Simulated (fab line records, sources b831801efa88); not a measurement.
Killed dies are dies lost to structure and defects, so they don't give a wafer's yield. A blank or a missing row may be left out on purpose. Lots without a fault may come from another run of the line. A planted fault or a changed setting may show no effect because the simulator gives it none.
Which tool did it? | flow gf180mcu | 11 lots, 33 wafers sampled, at 5 steps of a route of 602

WHAT THE GAUGES READ, wafer by wafer
GF_PSD_RS_MEAS_14: measures by four-point-probe. Usual: NSD_RS 46.54 ohm/sq, standard deviation 0.087.
lot  | measured     | on            | NSD_RS (ohm/sq)                     | flag
L644 | day 14 21:35 | film_metro-04 | 46.53 46.37 46.57                   |
L645 | day 15 08:43 | film_metro-01 | 46.42 46.39 46.59                   |
L646 | day 15 17:13 | film_metro-04 | 46.46 46.48 46.49                   |
L648 | day 16 06:24 | film_metro-04 | 46.50 46.41 46.41                   |
L649 | day 16 15:47 | film_metro-03 | 46.48 46.48 46.47                   |
L651 | day 17 09:43 | film_metro-03 | 46.26 46.56 46.31                   |
L654 | day 19 10:55 | film_metro-04 | 48.79 48.95 48.89 48.95 49.03 48.80 | OFF
L656 | day 19 18:49 | film_metro-03 | 48.83 48.93 49.02 48.95 48.88 48.94 | OFF
L661 | day 21 14:17 | film_metro-03 | 46.63 46.56 46.64                   |
L664 | day 22 07:25 | film_metro-01 | 46.56 46.53 46.66                   |
L665 | day 22 12:24 | film_metro-04 | 46.61 46.68 46.69                   |

GF_M1_RS_MEAS_05: measures by four-point-probe. Usual: M1_ALCU_RS 0.0692 ohm/sq, standard deviation 0.00073.
lot  | measured     | on            | M1_ALCU_RS (ohm/sq)  | flag
L644 | day 16 20:14 | film_metro-03 | 0.0694 0.0687 0.0690 |
L645 | day 17 08:43 | film_metro-01 | 0.0707 0.0695 0.0696 |
L646 | day 17 17:53 | film_metro-04 | 0.0693 0.0678 0.0689 |
L648 | day 18 07:36 | film_metro-01 | 0.0686 0.0687 0.0696 |
L649 | day 18 17:24 | film_metro-03 | 0.0697 0.0694 0.0678 |
L651 | day 19 12:39 | film_metro-01 | 0.0701 0.0686 0.0682 |
L654 | day 21 14:29 | film_metro-01 | 0.0686 0.0681 0.0690 |
L656 | day 21 21:34 | film_metro-03 | 0.0698 0.0701 0.0695 |
L661 | day 23 15:25 | film_metro-03 | 0.0677 0.0675 0.0687 |
L664 | day 24 08:49 | film_metro-04 | 0.0682 0.0686 0.0691 |
L665 | day 24 12:33 | film_metro-03 | 0.0692 0.0686 0.0693 |

WHICH TOOL RAN EACH LOT (tool, then ch and the chambers of the sampled wafers, then the start)
lot  | GF_NSD_IMPLANT_09               | GF_NSD_STRIP_11                      | GF_CONTACT_ETCH_17
L644 | implanter-03 ch 0, day 13 23:55 | plasma_asher-02 ch 0,1, day 14 00:13 | rie_diel-01 ch 0,1,3, day 16 20:14 or earlier
L645 | implanter-04 ch 0, day 14 10:26 | plasma_asher-04 ch 0,1, day 14 10:42 | rie_diel-01 ch 2,3, day 17 08:43 or earlier
L646 | implanter-03 ch 0, day 14 18:43 | plasma_asher-04 ch 0,1, day 14 19:01 | rie_diel-01 ch 1,2,3, day 17 17:53 or earlier
L648 | implanter-04 ch 0, day 15 07:59 | plasma_asher-02 ch 0,1, day 15 08:16 | rie_diel-03 ch 0,1,3, day 18 07:36 or earlier
L649 | implanter-04 ch 0, day 15 16:28 | plasma_asher-03 ch 0,1, day 15 16:46 | rie_diel-02 ch 1,2, day 18 17:24 or earlier
L651 | implanter-03 ch 0, day 16 09:42 | plasma_asher-04 ch 0,1, day 16 09:59 | rie_diel-01 ch 2,3, day 19 12:39 or earlier
L654 | implanter-03 ch 0, day 18 09:39 | plasma_asher-03 ch 1, day 18 09:57   | rie_diel-02 ch 2,3, day 21 14:29 or earlier
L656 | implanter-03 ch 0, day 18 17:08 | plasma_asher-03 ch 0,1, day 18 17:25 | rie_diel-03 ch 0,3, day 21 21:34 or earlier
L661 | implanter-02 ch 0, day 20 13:28 | plasma_asher-03 ch 0,1, day 20 13:44 | rie_diel-02 ch 0,1,2, day 23 15:25 or earlier
L664 | implanter-03 ch 0, day 21 06:21 | plasma_asher-04 ch 0,1, day 21 06:38 | rie_diel-01 ch 1,2,3, day 24 08:49 or earlier
L665 | implanter-02 ch 0, day 21 12:51 | plasma_asher-03 ch 0, day 21 13:09   | rie_diel-01 ch 2,3, day 24 12:33 or earlier
- GF_NSD_IMPLANT_09
- GF_NSD_STRIP_11: strips in O2/N2.
- GF_CONTACT_ETCH_17: etches SiO2 in C4F8/O2/Ar, stops on CoSi2, target depth 860 nm.

WHAT THE TOOLS THEMSELVES READ (means of the sampled wafers that have a number; where no wafer has one, the mark that the record gives instead)
GF_NSD_IMPLANT_09. Usual: beam_on_s 17.4 s, standard deviation 0.9; dose_ions_cm2 4.001e+15, standard deviation 3.6e+12.
lot  | tool         | beam_on_s (s) | dose_ions_cm2 | flag
L644 | implanter-03 | 18.0          | 3.998e+15     |
L645 | implanter-04 | 16.5          | 4.001e+15     |
L646 | implanter-03 | 17.8          | 4.001e+15     |
L648 | implanter-04 | 16.4          | 4.003e+15     |
L649 | implanter-04 | 16.6          | 4.003e+15     |
L651 | implanter-03 | 17.5          | 4.004e+15     |
L654 | implanter-03 | 12.6          | 2.821e+15     | OFF
L656 | implanter-03 | 12.5          | 2.823e+15     | OFF
L661 | implanter-02 | 19.1          | 4.000e+15     |
L664 | implanter-03 | 17.6          | 4.005e+15     |
L665 | implanter-02 | 18.9          | 4.001e+15     |

GF_NSD_STRIP_11. Usual: chamber_pressure_mTorr 1499.9 mTorr, standard deviation 1.3; drypump_motor_current_A 5.7 A, standard deviation 0.3; heater_power_w 345 W, standard deviation 36; oes_product_au 0.489 a.u., standard deviation 0.0051; strip_time_to_endpoint_s 22.79 s, standard deviation 0.036.
lot  | tool            | chamber_pressure_mTorr (mTorr) | drypump_motor_current_A (A) | heater_power_w (W) | oes_product_au (a.u.) | strip_time_to_endpoint_s (s) | flag
L644 | plasma_asher-02 | 1500.4                         | 5.5                         | 294                | 0.492                 | 22.78                        |
L645 | plasma_asher-04 | 1500.7                         | 5.6                         | 366                | 0.486                 | 22.81                        |
L646 | plasma_asher-04 | 1501.0                         | 5.8                         | 367                | 0.486                 | 22.77                        |
L648 | plasma_asher-02 | 1499.7                         | 5.6                         | 299                | 0.488                 | 22.80                        |
L649 | plasma_asher-03 | 1500.5                         | 5.8                         | 364                | 0.487                 | 22.75                        |
L651 | plasma_asher-04 | 1500.0                         | 5.6                         | 364                | 0.492                 | 22.79                        |
L654 | plasma_asher-03 | 1500.4                         | 6.3                         | 356                | 0.499                 | 21.51                        | OFF
L656 | plasma_asher-03 | 1501.1                         | 5.8                         | 359                | 0.505                 | 21.39                        | OFF
L661 | plasma_asher-03 | 1499.9                         | 6.0                         | 349                | 0.489                 | 22.81                        |
L664 | plasma_asher-04 | 1500.4                         | 5.6                         | 363                | 0.490                 | 22.81                        |
L665 | plasma_asher-03 | 1499.3                         | 5.5                         | 361                | 0.491                 | 22.71                        |

GF_CONTACT_ETCH_17. Usual: chamber_pressure_mTorr 40.00 mTorr, standard deviation 0.035; oes_product_au 0.815 a.u., standard deviation 0.0048; rf_fwd_power_W 1495 W, standard deviation 4.6.
lot  | tool        | chamber_pressure_mTorr (mTorr) | oes_product_au (a.u.) | rf_fwd_power_W (W) | flag
L644 | rie_diel-01 | 39.98                          | 0.814                 | 1495               |
L645 | rie_diel-01 | 40.02                          | 0.813                 | 1490               |
L646 | rie_diel-01 | 39.99                          | 0.816                 | 1499               |
L648 | rie_diel-03 | 40.02                          | 0.819                 | 1495               |
L649 | rie_diel-02 | 40.02                          | 0.816                 | 1494               |
L651 | rie_diel-01 | 40.00                          | 0.816                 | 1493               |
L654 | rie_diel-02 | 40.01                          | 0.814                 | 1498               |
L656 | rie_diel-03 | 39.99                          | 0.819                 | 1488               |
L661 | rie_diel-02 | 40.06                          | 0.818                 | 1494               |
L664 | rie_diel-01 | 39.99                          | 0.813                 | 1496               |
L665 | rie_diel-01 | 40.00                          | 0.814                 | 1494               |

THE ANSWER, worked out from the rows above alone
Rule: a lot is off if the mean of its wafers that have a number lies more than 3 standard deviations from the usual mean. A lot without any number at a reading at which 4 lots or more have one is off too. The other lots that the step has rows for count as sound. The gauges are gone through in route order, then the tools' own readings, and for those a lot's mean is taken as printed above. The first step at which some lot is off is used, and at that step the reading that is off furthest; a lot without a number counts as furthest.
Off: L654, L656, at GF_PSD_RS_MEAS_14 (NSD_RS).
A tool fits if, at a process step before that reading, it ran every lot that is off, and no sound lot after the first of them. The gauges at GF_PSD_RS_MEAS_14 aren't tried: what is off there is off at GF_NSD_IMPLANT_09 too, on other tools, and a gauge's error can't cause that. None of those tried fits.

WHAT THE SIMULATOR HAD PUT IN
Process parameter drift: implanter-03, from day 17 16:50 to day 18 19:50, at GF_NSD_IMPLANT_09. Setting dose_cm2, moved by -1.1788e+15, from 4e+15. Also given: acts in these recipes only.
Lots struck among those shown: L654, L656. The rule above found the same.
